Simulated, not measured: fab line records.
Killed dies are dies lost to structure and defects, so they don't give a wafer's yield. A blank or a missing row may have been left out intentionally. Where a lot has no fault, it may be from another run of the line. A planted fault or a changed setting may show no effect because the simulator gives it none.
Matching of chambers / flow sky130 / SKY_VIA4_CMP_21 on cmp-01: 4 sister chambers
The step polishes, stops on SiO2, t overpolish 25 s, target thk 0 nm. 4 wafers are shown with their chamber, then 12 later ones without.

EACH WAFER AND ITS CHAMBER
wafer=L089.3; chamber=2; motorCurrentA (A)=12.2
wafer=L090.1; chamber=0; motorCurrentA (A)=9.7
wafer=L090.2; chamber=3; motorCurrentA (A)=11.3
wafer=L090.5; chamber=1; motorCurrentA (A)=10.0

WAFERS WITH NO CHAMBER GIVEN
wafer=L092.1; motorCurrentA (A)=11.3
wafer=L092.4; motorCurrentA (A)=12.9
wafer=L092.6; motorCurrentA (A)=11.2
wafer=L093.1; motorCurrentA (A)=10.5
wafer=L093.2; motorCurrentA (A)=9.0
wafer=L093.3; motorCurrentA (A)=12.5
wafer=L095.1; motorCurrentA (A)=10.6
wafer=L095.2; motorCurrentA (A)=11.8
wafer=L095.6; motorCurrentA (A)=12.3
wafer=L096.1; motorCurrentA (A)=11.7
wafer=L096.3; motorCurrentA (A)=12.7
wafer=L096.5; motorCurrentA (A)=11.8

WHICH CHAMBER EACH WENT THROUGH
wafer=L092.1; from the rows above=can't be placed: 3 or 2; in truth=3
wafer=L092.4; from the rows above=can't be placed: 2 or 3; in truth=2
wafer=L092.6; from the rows above=can't be placed: 3 or 2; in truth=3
wafer=L093.1; from the rows above=can't be placed: 1 or 0 or 3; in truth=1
wafer=L093.2; from the rows above=can't be placed: 0 or 1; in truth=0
wafer=L093.3; from the rows above=can't be placed: 2 or 3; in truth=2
wafer=L095.1; from the rows above=can't be placed: 1 or 3 or 0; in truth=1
wafer=L095.2; from the rows above=can't be placed: 2 or 3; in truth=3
wafer=L095.6; from the rows above=can't be placed: 2 or 3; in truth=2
wafer=L096.1; from the rows above=can't be placed: 3 or 2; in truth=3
wafer=L096.3; from the rows above=can't be placed: 2 or 3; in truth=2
wafer=L096.5; from the rows above=can't be placed: 2 or 3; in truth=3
Correctly placed: 0 of 12. Not placeable from these rows: 12 (in 12, the candidates include the true chamber). Placed wrongly: 0.
How it was worked out, from the rows above alone: a wafer's distance from a chamber is the root of the sum, over the readings, of the square of ((its reading less the chamber's mean) divided by the reading's scatter). If the next closest chamber is less than 2 further off than the closest, the wafer can't be placed; otherwise it belongs to the closest. Each chamber's mean is taken over the wafers shown for it. The scatter: with one shown wafer a chamber, the root of the mean of the squares of how far each hidden wafer lies from its nearest shown one.
